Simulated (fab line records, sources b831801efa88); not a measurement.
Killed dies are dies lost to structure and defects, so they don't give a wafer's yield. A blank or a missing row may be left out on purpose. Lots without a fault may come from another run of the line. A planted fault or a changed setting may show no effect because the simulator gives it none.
Which tool did it? | flow sky130 | 13 lots, 39 wafers sampled, at 3 steps of a route of 708

WHAT THE GAUGES READ, wafer by wafer
SKY_LDD_P_CD_MEAS_07: target cd 380 nm. Usual: cd_nm 380.5 nm, standard deviation 2.6.
lot  | measured     | on        | cd_nm (nm)        | flag
L836 | day 20 14:40 | cd_sem-02 | 381.0 380.5 380.9 |
L835 | day 20 15:05 | cd_sem-02 | 386.0 383.3 383.5 |
L842 | day 21 12:21 | cd_sem-01 | 382.8 380.7 380.9 |
L845 | day 23 21:19 | cd_sem-01 | 379.6 381.5 380.8 |
L848 | day 24 03:25 | cd_sem-01 | 378.5 379.0 378.7 |
L847 | day 24 04:28 | cd_sem-02 | 379.0 380.0 379.4 |
L850 | day 24 19:16 | cd_sem-02 | 378.9 378.3 377.9 |
L851 | day 24 20:49 | cd_sem-02 | 379.8 379.8 379.3 |
L852 | day 25 07:38 | cd_sem-02 | 383.3 382.1 381.5 |
L854 | day 25 14:19 | cd_sem-02 | 378.3 377.0 379.4 |
L856 | day 26 20:03 | cd_sem-02 | 379.3 378.6 379.1 |
L855 | day 26 20:14 | cd_sem-01 | 379.5 378.7 377.8 |
L857 | day 26 21:43 | cd_sem-02 | 380.9 381.8 380.0 |

SKY_SD_N_CD_MEAS_07: target cd 380 nm. Usual: cd_nm 380.0 nm, standard deviation 2.8.
lot  | measured     | on        | cd_nm (nm)        | flag
L836 | day 29 08:20 | cd_sem-01 | 379.7 380.2 380.3 |
L835 | day 29 08:52 | cd_sem-01 | 380.3 382.4 381.9 |
L845 | day 32 05:40 | cd_sem-02 | 378.4 381.8 379.2 |
L848 | day 32 11:25 | cd_sem-02 | 379.4 383.4 382.2 |
L847 | day 32 13:43 | cd_sem-02 | 380.9 380.6 380.9 |
L850 | day 33 01:52 | cd_sem-02 | 382.5 380.2 382.4 |
L851 | day 33 01:55 | cd_sem-01 | 383.6 383.7 382.2 |
L852 | day 33 14:12 | cd_sem-02 | 374.4 376.1 376.6 |
L854 | day 33 20:28 | cd_sem-01 | 379.1 377.9 378.3 |
L856 | day 35 00:04 | cd_sem-01 | 382.7 385.4 385.6 |
L855 | day 35 01:53 | cd_sem-01 | 384.0 382.1 381.2 |
L857 | day 35 01:52 | cd_sem-02 | 373.9 373.3 373.3 |

WHICH TOOL RAN EACH LOT (tool, then ch and the chambers of the sampled wafers, then the start)
lot  | SKY_LDD_LDN_STRIP_12
L836 | plasma_asher-02 ch 0,1, day 24 10:03
L835 | plasma_asher-01 ch 0,1, day 24 10:31
L842 | plasma_asher-01 ch 0,1, day 25 07:00
L845 | plasma_asher-01 ch 0,1, day 27 13:46
L848 | plasma_asher-01 ch 0,1, day 27 19:17
L847 | plasma_asher-01 ch 0,1, day 27 20:10
L850 | plasma_asher-01 ch 0,1, day 28 10:21
L851 | plasma_asher-02 ch 0,1, day 28 11:34
L852 | plasma_asher-01 ch 0,1, day 28 22:36
L854 | plasma_asher-04 ch 0, day 29 04:37
L856 | plasma_asher-01 ch 0,1, day 30 09:05
L855 | plasma_asher-02 ch 0,1, day 30 09:05
L857 | plasma_asher-01 ch 0,1, day 30 10:38
- SKY_LDD_LDN_STRIP_12: strips in O2/N2.

WHAT THE TOOLS THEMSELVES READ (means of the sampled wafers that have a number; where no wafer has one, the mark that the record gives instead)
SKY_LDD_LDN_STRIP_12. Usual: drypump_motor_current_A 5.77 A, standard deviation 0.26; n2_flow_sccm 300.2 sccm, standard deviation 0.86; oes_product_au 0.717 a.u., standard deviation 0.0047; strip_time_to_endpoint_s 14.16 s, standard deviation 0.041.
lot  | tool            | drypump_motor_current_A (A) | n2_flow_sccm (sccm) | oes_product_au (a.u.) | strip_time_to_endpoint_s (s) | flag
L836 | plasma_asher-02 | 5.60                        | 300.8               | 0.719                 | 14.22                        |
L835 | plasma_asher-01 | 5.79                        | 300.7               | 0.713                 | 14.15                        |
L842 | plasma_asher-01 | 5.78                        | 299.7               | 0.929                 | -                            | OFF
L845 | plasma_asher-01 | 5.75                        | 301.2               | 0.716                 | 14.15                        |
L848 | plasma_asher-01 | 5.77                        | 299.2               | 0.715                 | 14.09                        |
L847 | plasma_asher-01 | 5.75                        | 300.6               | 0.717                 | 14.19                        |
L850 | plasma_asher-01 | 5.79                        | 299.7               | 0.720                 | 14.19                        |
L851 | plasma_asher-02 | 5.60                        | 300.0               | 0.712                 | 14.11                        |
L852 | plasma_asher-01 | 5.73                        | 299.9               | 0.717                 | 14.15                        |
L854 | plasma_asher-04 | 5.59                        | 300.5               | 0.716                 | 14.18                        |
L856 | plasma_asher-01 | 5.81                        | 301.7               | 0.714                 | 14.21                        |
L855 | plasma_asher-02 | 5.88                        | 300.6               | 0.716                 | 14.19                        |
L857 | plasma_asher-01 | 5.78                        | 299.5               | 0.719                 | 14.10                        |

THE ANSWER, worked out from the rows above alone
Rule: a lot is off if the mean of its wafers that have a number lies more than 3 standard deviations from the usual mean. A lot without any number at a reading at which 4 lots or more have one is off too. The other lots that the step has rows for count as sound. The gauges are gone through in route order, then the tools' own readings, and for those a lot's mean is taken as printed above. The first step at which some lot is off is used, and at that step the reading that is off furthest; a lot without a number counts as furthest.
Off: L842, at SKY_LDD_LDN_STRIP_12 (strip_time_to_endpoint_s). Without a number there: L842.
A tool fits if, at that step or a process step before it, it ran every lot that is off, and no sound lot after the first of them. None of those tried fits.

WHAT THE SIMULATOR HAD PUT IN
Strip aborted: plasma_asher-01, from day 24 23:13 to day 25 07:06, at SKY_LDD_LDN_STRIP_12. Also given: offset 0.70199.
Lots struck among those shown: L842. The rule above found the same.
